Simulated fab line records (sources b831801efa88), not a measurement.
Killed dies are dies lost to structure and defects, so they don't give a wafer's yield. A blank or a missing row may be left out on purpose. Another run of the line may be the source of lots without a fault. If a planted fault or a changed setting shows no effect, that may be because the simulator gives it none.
Which tool is to blame? / flow sky130 / 72 wafers from 24 lots sampled at 6 of the route's 708 steps

== WHAT THE GAUGES SHOWED, per wafer ==
SKY_NWELL_RS_MEAS_29: measurement is done with a four-point probe. Usual: NWELL_RS typically reads 624.7 ohm/sq, with standard deviation 1.5.
lot=L074; measured=day 5 05:04; on=film_metro-01; NWELL_RS (ohm/sq)=626.1 624.6 624.3; flag=
lot=L075; measured=day 5 17:14; on=film_metro-01; NWELL_RS (ohm/sq)=625.3 625.1 624.8; flag=
lot=L076; measured=day 5 22:16; on=film_metro-03; NWELL_RS (ohm/sq)=624.9 623.0 625.2; flag=
lot=L077; measured=day 6 04:55; on=film_metro-01; NWELL_RS (ohm/sq)=625.5 625.5 625.1; flag=
lot=L078; measured=day 6 12:04; on=film_metro-02; NWELL_RS (ohm/sq)=624.8 626.4 627.4; flag=
lot=L079; measured=day 6 15:55; on=film_metro-03; NWELL_RS (ohm/sq)=624.1 623.3 624.7; flag=
lot=L080; measured=day 6 23:22; on=film_metro-01; NWELL_RS (ohm/sq)=621.7 623.0 621.6; flag=
lot=L081; measured=day 7 00:04; on=film_metro-03; NWELL_RS (ohm/sq)=626.9 626.0 626.3; flag=
lot=L082; measured=day 7 07:49; on=film_metro-03; NWELL_RS (ohm/sq)=622.3 623.5 622.0; flag=
lot=L083; measured=day 7 15:35; on=film_metro-02; NWELL_RS (ohm/sq)=626.5 627.7 625.9; flag=
lot=L084; measured=day 8 03:16; on=film_metro-03; NWELL_RS (ohm/sq)=626.4 624.7 625.7; flag=
lot=L085; measured=day 8 09:06; on=film_metro-02; NWELL_RS (ohm/sq)=624.6 625.0 625.6; flag=
lot=L086; measured=day 8 15:22; on=film_metro-01; NWELL_RS (ohm/sq)=624.4 623.0 623.7; flag=
lot=L087; measured=day 8 21:04; on=film_metro-01; NWELL_RS (ohm/sq)=623.7 620.9 623.3; flag=
lot=L088; measured=day 8 23:52; on=film_metro-03; NWELL_RS (ohm/sq)=626.6 623.8 626.5; flag=
lot=L089; measured=day 9 07:38; on=film_metro-01; NWELL_RS (ohm/sq)=624.8 625.1 625.7; flag=
lot=L090; measured=day 9 14:16; on=film_metro-03; NWELL_RS (ohm/sq)=622.5 622.2 623.4; flag=
lot=L091; measured=day 9 17:47; on=film_metro-02; NWELL_RS (ohm/sq)=624.8 623.4 621.8; flag=
lot=L092; measured=day 10 00:31; on=film_metro-03; NWELL_RS (ohm/sq)=625.6 624.0 624.0; flag=
lot=L093; measured=day 10 03:37; on=film_metro-01; NWELL_RS (ohm/sq)=625.9 626.0 623.2; flag=
lot=L094; measured=day 10 07:52; on=film_metro-03; NWELL_RS (ohm/sq)=624.3 623.4 625.6; flag=
lot=L095; measured=day 10 13:38; on=film_metro-01; NWELL_RS (ohm/sq)=624.4 624.8 628.0; flag=
lot=L096; measured=day 10 21:20; on=film_metro-02; NWELL_RS (ohm/sq)=627.3 627.2 625.8; flag=
lot=L097; measured=day 11 02:43; on=film_metro-01; NWELL_RS (ohm/sq)=623.1 625.4 623.7; flag=

SKY_RES_XHIGH_TW_MEAS_09. Usual: RES_XHIGH_TW typically reads 1634, with standard deviation 16.
lot=L074; measured=day 26 06:52; on=film_metro-04; RES_XHIGH_TW=1654 1652 1656; flag=
lot=L075; measured=day 27 00:52; on=film_metro-01; RES_XHIGH_TW=1633 1628 1632; flag=
lot=L076; measured=day 27 13:13; on=film_metro-02; RES_XHIGH_TW=1599 1610 1604; flag=
lot=L077; measured=day 27 20:54; on=film_metro-01; RES_XHIGH_TW=1638 1629 1630; flag=
lot=L078; measured=day 28 02:31; on=film_metro-01; RES_XHIGH_TW=1624 1635 1640; flag=
lot=L079; measured=day 28 14:55; on=film_metro-01; RES_XHIGH_TW=1631 1638 1641; flag=
lot=L080; measured=day 28 22:56; on=film_metro-01; RES_XHIGH_TW=1633 1630 1637; flag=
lot=L081; measured=day 29 16:29; on=film_metro-02; RES_XHIGH_TW=1624 1608 1607; flag=
lot=L082; measured=day 29 14:47; on=film_metro-01; RES_XHIGH_TW=1630 1640 1646; flag=
lot=L083; measured=day 29 20:18; on=film_metro-01; RES_XHIGH_TW=1642 1643 1643; flag=
lot=L084; measured=day 30 15:28; on=film_metro-04; RES_XHIGH_TW=1652 1644 1651; flag=
lot=L085; measured=day 30 17:30; on=film_metro-02; RES_XHIGH_TW=1627 1627 1630; flag=
lot=L086; measured=day 31 01:38; on=film_metro-04; RES_XHIGH_TW=1641 1646 1645; flag=
lot=L087; measured=day 31 09:43; on=film_metro-04; RES_XHIGH_TW=1653 1644 1662; flag=
lot=L088; measured=day 31 17:18; on=film_metro-02; RES_XHIGH_TW=1602 1612 1607; flag=
lot=L089; measured=day 32 05:24; on=film_metro-01; RES_XHIGH_TW=1630 1629 1632; flag=
lot=L090; measured=day 32 13:08; on=film_metro-01; RES_XHIGH_TW=1636 1637 1635; flag=
lot=L091; measured=day 32 14:03; on=film_metro-02; RES_XHIGH_TW=1609 1612 1616; flag=
lot=L092; measured=day 32 23:35; on=film_metro-04; RES_XHIGH_TW=1656 1652 1647; flag=
lot=L093; measured=day 33 03:40; on=film_metro-01; RES_XHIGH_TW=1634 1632 1635; flag=
lot=L094; measured=day 33 09:50; on=film_metro-02; RES_XHIGH_TW=1608 1608 1611; flag=
lot=L095; measured=day 33 14:01; on=film_metro-04; RES_XHIGH_TW=1658 1659 1653; flag=
lot=L096; measured=day 33 22:54; on=film_metro-04; RES_XHIGH_TW=1653 1645 1656; flag=
lot=L097; measured=day 34 06:41; on=film_metro-01; RES_XHIGH_TW=1632 1632 1636; flag=

SKY_CONTACT_THK_MEAS_26: measures by xrf. Usual: CONTACT_W_THK typically reads 348 nm, with standard deviation 6.6.
lot=L074; measured=day 31 06:08; on=film_metro-03; CONTACT_W_THK (nm)=357 348 344; flag=
lot=L075; measured=day 31 23:41; on=film_metro-03; CONTACT_W_THK (nm)=341 336 343; flag=
lot=L076; measured=day 32 10:04; on=film_metro-03; CONTACT_W_THK (nm)=338 358 359; flag=
lot=L077; measured=day 32 17:38; on=film_metro-04; CONTACT_W_THK (nm)=358 346 359; flag=
lot=L078; measured=day 33 01:07; on=film_metro-04; CONTACT_W_THK (nm)=348 342 343; flag=
lot=L079; measured=day 33 11:22; on=film_metro-04; CONTACT_W_THK (nm)=336 344 341; flag=
lot=L080; measured=day 33 18:43; on=film_metro-03; CONTACT_W_THK (nm)=355 351 345; flag=
lot=L081; measured=day 34 10:31; on=film_metro-04; CONTACT_W_THK (nm)=343 343 356; flag=
lot=L082; measured=day 34 09:52; on=film_metro-03; CONTACT_W_THK (nm)=350 351 348; flag=
lot=L083; measured=day 34 14:56; on=film_metro-04; CONTACT_W_THK (nm)=340 349 340; flag=
lot=L084; measured=day 35 08:57; on=film_metro-01; CONTACT_W_THK (nm)=340 345 336; flag=
lot=L085; measured=day 35 11:10; on=film_metro-01; CONTACT_W_THK (nm)=343 340 347; flag=
lot=L086; measured=day 35 19:04; on=film_metro-03; CONTACT_W_THK (nm)=356 353 345; flag=
lot=L087; measured=day 36 04:13; on=film_metro-04; CONTACT_W_THK (nm)=365 349 351; flag=
lot=L088; measured=day 36 09:29; on=film_metro-03; CONTACT_W_THK (nm)=340 348 345; flag=
lot=L089; measured=day 36 20:31; on=film_metro-03; CONTACT_W_THK (nm)=348 345 350; flag=
lot=L090; measured=day 37 04:15; on=film_metro-03; CONTACT_W_THK (nm)=348 353 344; flag=
lot=L091; measured=day 37 05:40; on=film_metro-01; CONTACT_W_THK (nm)=335 341 344; flag=
lot=L092; measured=day 37 14:20; on=film_metro-01; CONTACT_W_THK (nm)=351 341 344; flag=
lot=L093; measured=day 37 18:33; on=film_metro-03; CONTACT_W_THK (nm)=365 356 351; flag=
lot=L094; measured=day 37 23:05; on=film_metro-03; CONTACT_W_THK (nm)=346 353 356; flag=
lot=L095; measured=day 38 03:56; on=film_metro-04; CONTACT_W_THK (nm)=340 351 344; flag=
lot=L096; measured=day 38 13:12; on=film_metro-03; CONTACT_W_THK (nm)=342 341 344; flag=
lot=L097; measured=day 38 20:07; on=film_metro-01; CONTACT_W_THK (nm)=350 356 342; flag=

SKY_CAPM_OVL_MEAS_12. Usual: CAPM_OVL typically reads 0.3 nm, with standard deviation 1.3.
lot=L074; measured=day 37 02:21; on=overlay-01; CAPM_OVL (nm)=-1.2 0.2 0.6; flag=
lot=L075; measured=day 37 18:56; on=overlay-02; CAPM_OVL (nm)=0.2 3.3 1.3; flag=
lot=L076; measured=day 38 05:08; on=overlay-02; CAPM_OVL (nm)=1.5 1.0 2.3; flag=
lot=L077; measured=day 38 12:26; on=overlay-02; CAPM_OVL (nm)=1.8 2.0 2.3; flag=
lot=L078; measured=day 38 19:13; on=overlay-02; CAPM_OVL (nm)=0.5 1.8 -0.2; flag=
lot=L079; measured=day 39 04:54; on=overlay-02; CAPM_OVL (nm)=1.5 0.4 -2.0; flag=
lot=L080; measured=day 39 12:10; on=overlay-01; CAPM_OVL (nm)=-1.5 0.5 -1.2; flag=
lot=L081; measured=day 40 00:52; on=overlay-01; CAPM_OVL (nm)=0.7 2.9 0.1; flag=
lot=L082; measured=day 40 00:43; on=overlay-01; CAPM_OVL (nm)=0.8 1.9 2.2; flag=
lot=L083; measured=day 40 05:56; on=overlay-02; CAPM_OVL (nm)=1.4 -1.0 1.4; flag=
lot=L084; measured=day 40 22:13; on=overlay-01; CAPM_OVL (nm)=-1.6 -1.6 -1.1; flag=
lot=L085; measured=day 40 23:37; on=overlay-02; CAPM_OVL (nm)=-0.7 0.6 -0.1; flag=
lot=L086; measured=day 41 08:32; on=overlay-02; CAPM_OVL (nm)=-1.3 0.4 -2.0; flag=
lot=L087; measured=day 41 16:09; on=overlay-02; CAPM_OVL (nm)=-1.2 0.0 -1.0; flag=
lot=L088; measured=day 41 18:59; on=overlay-01; CAPM_OVL (nm)=-0.3 -1.5 -2.2; flag=
lot=L089; measured=day 42 07:41; on=overlay-01; CAPM_OVL (nm)=-0.1 -1.5 0.9; flag=
lot=L090; measured=day 42 12:49; on=overlay-01; CAPM_OVL (nm)=4.0 1.1 0.2; flag=
lot=L091; measured=day 42 14:14; on=overlay-02; CAPM_OVL (nm)=-0.7 2.2 1.1; flag=
lot=L092; measured=day 42 21:58; on=overlay-01; CAPM_OVL (nm)=0.4 0.2 -0.5; flag=
lot=L093; measured=day 43 03:43; on=overlay-01; CAPM_OVL (nm)=0.2 -0.6 -0.9; flag=
lot=L094; measured=day 43 06:44; on=overlay-01; CAPM_OVL (nm)=-1.0 2.1 -0.2; flag=
lot=L095; measured=day 43 11:54; on=overlay-02; CAPM_OVL (nm)=2.1 1.9 0.2; flag=
lot=L096; measured=day 43 18:50; on=overlay-01; CAPM_OVL (nm)=-0.3 0.3 -1.6; flag=
lot=L097; measured=day 44 01:16; on=overlay-02; CAPM_OVL (nm)=-2.1 -1.7 -1.4; flag=

== EACH LOT AND THE TOOL THAT RAN IT (in order: tool; ch and the chambers of the sampled wafers; start) ==
lot=L074; SKY_CONTACT_ETCH_18=rie_diel-02 ch 0,3, day 31 06:08 or earlier; SKY_METAL1_SPUTTER_00=pvd_sputter-03, day 31 06:29
lot=L075; SKY_CONTACT_ETCH_18=rie_diel-04 ch 1,2,3, day 31 23:41 or earlier; SKY_METAL1_SPUTTER_00=pvd_sputter-04, day 32 00:02
lot=L076; SKY_CONTACT_ETCH_18=rie_diel-03 ch 0,1,3, day 32 10:04 or earlier; SKY_METAL1_SPUTTER_00=pvd_sputter-02, day 32 10:25
lot=L077; SKY_CONTACT_ETCH_18=rie_diel-04 ch 1,3, day 32 17:38 or earlier; SKY_METAL1_SPUTTER_00=pvd_sputter-03, day 32 18:00
lot=L078; SKY_CONTACT_ETCH_18=rie_diel-04 ch 1,2,3, day 33 01:07 or earlier; SKY_METAL1_SPUTTER_00=pvd_sputter-04, day 33 01:28
lot=L079; SKY_CONTACT_ETCH_18=rie_diel-02 ch 0,2,3, day 33 11:22 or earlier; SKY_METAL1_SPUTTER_00=pvd_sputter-02, day 33 11:43
lot=L080; SKY_CONTACT_ETCH_18=rie_diel-04 ch 1,2,3, day 33 18:43 or earlier; SKY_METAL1_SPUTTER_00=pvd_sputter-04, day 33 19:04
lot=L081; SKY_CONTACT_ETCH_18=rie_diel-02 ch 0,1,3, day 34 10:31 or earlier; SKY_METAL1_SPUTTER_00=pvd_sputter-02, day 34 10:51
lot=L082; SKY_CONTACT_ETCH_18=rie_diel-03 ch 0,1,3, day 34 09:52 or earlier; SKY_METAL1_SPUTTER_00=pvd_sputter-03, day 34 10:13
lot=L083; SKY_CONTACT_ETCH_18=rie_diel-02 ch 0,1,3, day 34 14:56 or earlier; SKY_METAL1_SPUTTER_00=pvd_sputter-03, day 34 15:17
lot=L084; SKY_CONTACT_ETCH_18=rie_diel-03 ch 0,1,3, day 35 08:57 or earlier; SKY_METAL1_SPUTTER_00=pvd_sputter-02, day 35 09:17
lot=L085; SKY_CONTACT_ETCH_18=rie_diel-03 ch 0,2,3, day 35 11:10 or earlier; SKY_METAL1_SPUTTER_00=pvd_sputter-02, day 35 11:31
lot=L086; SKY_CONTACT_ETCH_18=rie_diel-04 ch 2,3, day 35 19:04 or earlier; SKY_METAL1_SPUTTER_00=pvd_sputter-02, day 35 19:24
lot=L087; SKY_CONTACT_ETCH_18=rie_diel-04 ch 0,1, day 36 04:13 or earlier; SKY_METAL1_SPUTTER_00=pvd_sputter-03, day 36 04:34
lot=L088; SKY_CONTACT_ETCH_18=rie_diel-04 ch 0,2,3, day 36 09:29 or earlier; SKY_METAL1_SPUTTER_00=pvd_sputter-04, day 36 09:51
lot=L089; SKY_CONTACT_ETCH_18=rie_diel-03 ch 0,3, day 36 20:31 or earlier; SKY_METAL1_SPUTTER_00=pvd_sputter-04, day 36 20:52
lot=L090; SKY_CONTACT_ETCH_18=rie_diel-04 ch 1,2,3, day 37 04:15 or earlier; SKY_METAL1_SPUTTER_00=pvd_sputter-02, day 37 04:37
lot=L091; SKY_CONTACT_ETCH_18=rie_diel-02 ch 0,1,3, day 37 05:40 or earlier; SKY_METAL1_SPUTTER_00=pvd_sputter-04, day 37 06:01
lot=L092; SKY_CONTACT_ETCH_18=rie_diel-02 ch 0,2,3, day 37 14:20 or earlier; SKY_METAL1_SPUTTER_00=pvd_sputter-02, day 37 14:40
lot=L093; SKY_CONTACT_ETCH_18=rie_diel-03 ch 0,1,2, day 37 18:33 or earlier; SKY_METAL1_SPUTTER_00=pvd_sputter-04, day 37 18:55
lot=L094; SKY_CONTACT_ETCH_18=rie_diel-04 ch 0,1,2, day 37 23:05 or earlier; SKY_METAL1_SPUTTER_00=pvd_sputter-03, day 37 23:27
lot=L095; SKY_CONTACT_ETCH_18=rie_diel-02 ch 0,1, day 38 03:56 or earlier; SKY_METAL1_SPUTTER_00=pvd_sputter-02, day 38 04:16
lot=L096; SKY_CONTACT_ETCH_18=rie_diel-03 ch 0,3, day 38 13:12 or earlier; SKY_METAL1_SPUTTER_00=pvd_sputter-02, day 38 13:33
lot=L097; SKY_CONTACT_ETCH_18=rie_diel-04 ch 0,1, day 38 20:07 or earlier; SKY_METAL1_SPUTTER_00=pvd_sputter-03, day 38 20:29
- SKY_CONTACT_ETCH_18: etches Si3N4 in CHF3/O2, stops on TiN, time 39 s, target depth 75 nm.
- SKY_METAL1_SPUTTER_00: material Ti, target thk 15 nm, time 10 s.

== AS READ BY THE TOOLS THEMSELVES (means over the sampled wafers that have a number; for cases with no such wafer, the mark the record gives instead) ==
SKY_CONTACT_ETCH_18. Usual: drypump_motor_current_A 5.8 A, standard deviation 0.37; oes_product_au 0.855 a.u., standard deviation 0.0074; throttle_valve_pct 8.791 %, standard deviation 0.0092.
lot=L074; tool=rie_diel-02; drypump_motor_current_A (A)=5.7; oes_product_au (a.u.)=0.857; throttle_valve_pct (%)=8.794; flag=
lot=L075; tool=rie_diel-04; drypump_motor_current_A (A)=6.1; oes_product_au (a.u.)=0.847; throttle_valve_pct (%)=8.785; flag=
lot=L076; tool=rie_diel-03; drypump_motor_current_A (A)=5.6; oes_product_au (a.u.)=0.847; throttle_valve_pct (%)=8.785; flag=
lot=L077; tool=rie_diel-04; drypump_motor_current_A (A)=5.9; oes_product_au (a.u.)=0.858; throttle_valve_pct (%)=8.797; flag=
lot=L078; tool=rie_diel-04; drypump_motor_current_A (A)=6.2; oes_product_au (a.u.)=0.853; throttle_valve_pct (%)=8.796; flag=
lot=L079; tool=rie_diel-02; drypump_motor_current_A (A)=5.6; oes_product_au (a.u.)=0.851; throttle_valve_pct (%)=8.788; flag=
lot=L080; tool=rie_diel-04; drypump_motor_current_A (A)=6.2; oes_product_au (a.u.)=0.848; throttle_valve_pct (%)=8.786; flag=
lot=L081; tool=rie_diel-02; drypump_motor_current_A (A)=5.8; oes_product_au (a.u.)=0.863; throttle_valve_pct (%)=8.803; flag=
lot=L082; tool=rie_diel-03; drypump_motor_current_A (A)=5.6; oes_product_au (a.u.)=0.855; throttle_valve_pct (%)=8.787; flag=
lot=L083; tool=rie_diel-02; drypump_motor_current_A (A)=5.8; oes_product_au (a.u.)=0.866; throttle_valve_pct (%)=8.790; flag=
lot=L084; tool=rie_diel-03; drypump_motor_current_A (A)=5.6; oes_product_au (a.u.)=0.858; throttle_valve_pct (%)=8.792; flag=
lot=L085; tool=rie_diel-03; drypump_motor_current_A (A)=5.6; oes_product_au (a.u.)=0.852; throttle_valve_pct (%)=8.790; flag=
lot=L086; tool=rie_diel-04; drypump_motor_current_A (A)=5.8; oes_product_au (a.u.)=0.856; throttle_valve_pct (%)=8.783; flag=
lot=L087; tool=rie_diel-04; drypump_motor_current_A (A)=6.3; oes_product_au (a.u.)=0.857; throttle_valve_pct (%)=8.793; flag=
lot=L088; tool=rie_diel-04; drypump_motor_current_A (A)=5.8; oes_product_au (a.u.)=0.854; throttle_valve_pct (%)=8.793; flag=
lot=L089; tool=rie_diel-03; drypump_motor_current_A (A)=5.6; oes_product_au (a.u.)=0.852; throttle_valve_pct (%)=8.792; flag=
lot=L090; tool=rie_diel-04; drypump_motor_current_A (A)=6.2; oes_product_au (a.u.)=0.858; throttle_valve_pct (%)=8.796; flag=
lot=L091; tool=rie_diel-02; drypump_motor_current_A (A)=5.8; oes_product_au (a.u.)=0.852; throttle_valve_pct (%)=8.782; flag=
lot=L092; tool=rie_diel-02; drypump_motor_current_A (A)=5.7; oes_product_au (a.u.)=0.852; throttle_valve_pct (%)=8.798; flag=
lot=L093; tool=rie_diel-03; drypump_motor_current_A (A)=5.7; oes_product_au (a.u.)=0.860; throttle_valve_pct (%)=8.790; flag=
lot=L094; tool=rie_diel-04; drypump_motor_current_A (A)=6.2; oes_product_au (a.u.)=0.860; throttle_valve_pct (%)=8.784; flag=
lot=L095; tool=rie_diel-02; drypump_motor_current_A (A)=5.8; oes_product_au (a.u.)=0.853; throttle_valve_pct (%)=8.803; flag=
lot=L096; tool=rie_diel-03; drypump_motor_current_A (A)=5.6; oes_product_au (a.u.)=0.860; throttle_valve_pct (%)=8.793; flag=
lot=L097; tool=rie_diel-04; drypump_motor_current_A (A)=6.3; oes_product_au (a.u.)=0.855; throttle_valve_pct (%)=8.789; flag=

SKY_METAL1_SPUTTER_00. Usual: chamber_pressure_pa 0.4001 Pa, standard deviation 0.0008; throttle_valve_pct 29.5 %, standard deviation 0.9.
lot=L074; tool=pvd_sputter-03; chamber_pressure_pa (Pa)=0.3998; throttle_valve_pct (%)=29.8; flag=
lot=L075; tool=pvd_sputter-04; chamber_pressure_pa (Pa)=0.4008; throttle_valve_pct (%)=29.5; flag=
lot=L076; tool=pvd_sputter-02; chamber_pressure_pa (Pa)=0.4005; throttle_valve_pct (%)=29.0; flag=
lot=L077; tool=pvd_sputter-03; chamber_pressure_pa (Pa)=0.4003; throttle_valve_pct (%)=29.7; flag=
lot=L078; tool=pvd_sputter-04; chamber_pressure_pa (Pa)=0.4010; throttle_valve_pct (%)=29.7; flag=
lot=L079; tool=pvd_sputter-02; chamber_pressure_pa (Pa)=0.3999; throttle_valve_pct (%)=28.9; flag=
lot=L080; tool=pvd_sputter-04; chamber_pressure_pa (Pa)=0.3999; throttle_valve_pct (%)=29.1; flag=
lot=L081; tool=pvd_sputter-02; chamber_pressure_pa (Pa)=0.4013; throttle_valve_pct (%)=28.5; flag=
lot=L082; tool=pvd_sputter-03; chamber_pressure_pa (Pa)=0.3995; throttle_valve_pct (%)=29.8; flag=
lot=L083; tool=pvd_sputter-03; chamber_pressure_pa (Pa)=0.3998; throttle_valve_pct (%)=30.7; flag=
lot=L084; tool=pvd_sputter-02; chamber_pressure_pa (Pa)=0.4011; throttle_valve_pct (%)=29.5; flag=
lot=L085; tool=pvd_sputter-02; chamber_pressure_pa (Pa)=0.4000; throttle_valve_pct (%)=28.9; flag=
lot=L086; tool=pvd_sputter-02; chamber_pressure_pa (Pa)=0.4002; throttle_valve_pct (%)=29.6; flag=
lot=L087; tool=pvd_sputter-03; chamber_pressure_pa (Pa)=0.3998; throttle_valve_pct (%)=30.4; flag=
lot=L088; tool=pvd_sputter-04; chamber_pressure_pa (Pa)=0.4000; throttle_valve_pct (%)=29.7; flag=
lot=L089; tool=pvd_sputter-04; chamber_pressure_pa (Pa)=0.4008; throttle_valve_pct (%)=29.6; flag=
lot=L090; tool=pvd_sputter-02; chamber_pressure_pa (Pa)=0.4002; throttle_valve_pct (%)=29.5; flag=
lot=L091; tool=pvd_sputter-04; chamber_pressure_pa (Pa)=0.4001; throttle_valve_pct (%)=29.7; flag=
lot=L092; tool=pvd_sputter-02; chamber_pressure_pa (Pa)=0.4000; throttle_valve_pct (%)=29.6; flag=
lot=L093; tool=pvd_sputter-04; chamber_pressure_pa (Pa)=0.3996; throttle_valve_pct (%)=29.6; flag=
lot=L094; tool=pvd_sputter-03; chamber_pressure_pa (Pa)=0.3996; throttle_valve_pct (%)=29.5; flag=
lot=L095; tool=pvd_sputter-02; chamber_pressure_pa (Pa)=0.4004; throttle_valve_pct (%)=29.7; flag=
lot=L096; tool=pvd_sputter-02; chamber_pressure_pa (Pa)=0.4009; throttle_valve_pct (%)=29.0; flag=
lot=L097; tool=pvd_sputter-03; chamber_pressure_pa (Pa)=0.4006; throttle_valve_pct (%)=30.9; flag=

== THE ANSWER, worked out from the rows above alone ==
Rule: lot off if the mean of its wafers having a number is beyond 3 standard deviations from the usual mean. Also off: a lot with no number at a reading for which 4 or more lots have one. The other lots that the step has rows for count as sound. The gauges are gone through in route order, then the tools' own readings, and for those a lot's mean is taken as printed above. The first step at which some lot is off is used, and at that step the reading that is off furthest; a lot without a number counts as furthest.
No lot is off on any of the readings shown, so nothing can be concluded from this.

== WHAT THE SIMULATOR HAD PUT IN ==
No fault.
